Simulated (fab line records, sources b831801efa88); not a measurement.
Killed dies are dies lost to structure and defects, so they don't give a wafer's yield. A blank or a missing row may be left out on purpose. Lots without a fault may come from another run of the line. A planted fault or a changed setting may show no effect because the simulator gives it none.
One fault seen from 2 desks | flow sky130 | each desk has only its own numbers; what lay behind them comes last

THE METROLOGY DESK
What the gauges read, lot by lot, whatever tool the lot ran on: means of the sampled wafers that have a number. A lot is out of limits, marked OUT, if its mean lies more than 4 standard deviations from the usual mean; the brackets give that distance.
Columns: A = CAPM_TIN_THK at SKY_CAPM_THK_MEAS_04, usual 193.5 nm; B = CAP2M_CVD_00_THK at SKY_CAP2M_THK_MEAS_01, usual 15.57 nm; C = CAP2M_TIN_RS at SKY_CAP2M_RS_MEAS_03, usual 6.93 ohm/sq
lot  | first seen here | A     | B               | C
L928 | day 36 08:25    | 196.9 | 15.73           | 6.83
L930 | day 37 00:36    | 192.2 | 15.32           | 6.98
L935 | day 38 18:53    | 193.8 | 15.61           | 6.78
L937 | day 39 16:07    | 194.3 | 19.95 (+18) OUT | 6.86
L941 | day 40 20:10    | 192.2 | 15.54           | 6.95
L943 | day 41 03:28    | 193.1 | 15.80           | 6.88
L944 | day 41 08:49    | 191.4 | 15.29           | 6.95
L948 | day 42 17:17    | 193.0 | 15.35           | 6.94
L949 | day 42 22:15    | 192.5 | 15.45           | 6.95
L950 | day 43 02:57    | 193.7 | 15.53           | 6.85
L951 | day 43 03:32    | 196.4 | 15.73           | 6.95
This desk's finding: out of limits on L937; first on L937, day 42 21:40 (CAP2M_CVD_00_THK at SKY_CAP2M_THK_MEAS_01). In limits: L928, L930, L935, L941, L943, L944, L948, L949, L950, L951.

THE TOOL OWNER'S DESK: pecvd-02
The tool's own readings at SKY_CAP2M_CVD_00 (deposits SiO2, target thk 15.5 nm): means of the sampled wafers that have a number, for each lot that ran on this tool. A lot is out of limits, marked OUT, if its mean lies more than 4 standard deviations from the usual mean; the brackets give that distance.
Columns: A = heater_power_w at SKY_CAP2M_CVD_00, usual 737 W; B = susceptor_temp_C at SKY_CAP2M_CVD_00, usual 400.01 C
lot  | first seen here | A   | B
L930 | day 40 08:56    | 802 | 400.17
L935 | day 42 00:39    | 826 | 400.22
L937 | day 42 21:38    | 853 | 400.18
L949 | day 45 21:05    | 773 | 400.09
L950 | day 46 03:55    | 873 | 400.23
This desk's finding: nothing out of limits on any of the 5 lots.

PUT TOGETHER
The metrology desk could have raised an alarm at day 42 21:40, on L937.
The tool owner's desk saw nothing out of limits.
The tool owner's desk has L937 on record, within its limits.
Of the lots named, all ran SKY_CAP2M_CVD_00 on pecvd-02.

WHAT THE SIMULATOR HAD PUT IN
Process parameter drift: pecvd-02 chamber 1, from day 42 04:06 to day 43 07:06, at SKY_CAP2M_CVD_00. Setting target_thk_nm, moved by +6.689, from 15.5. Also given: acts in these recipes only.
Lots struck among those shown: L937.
Hours from the fault's start to each desk's first reading out of limits: the metrology desk, 18.
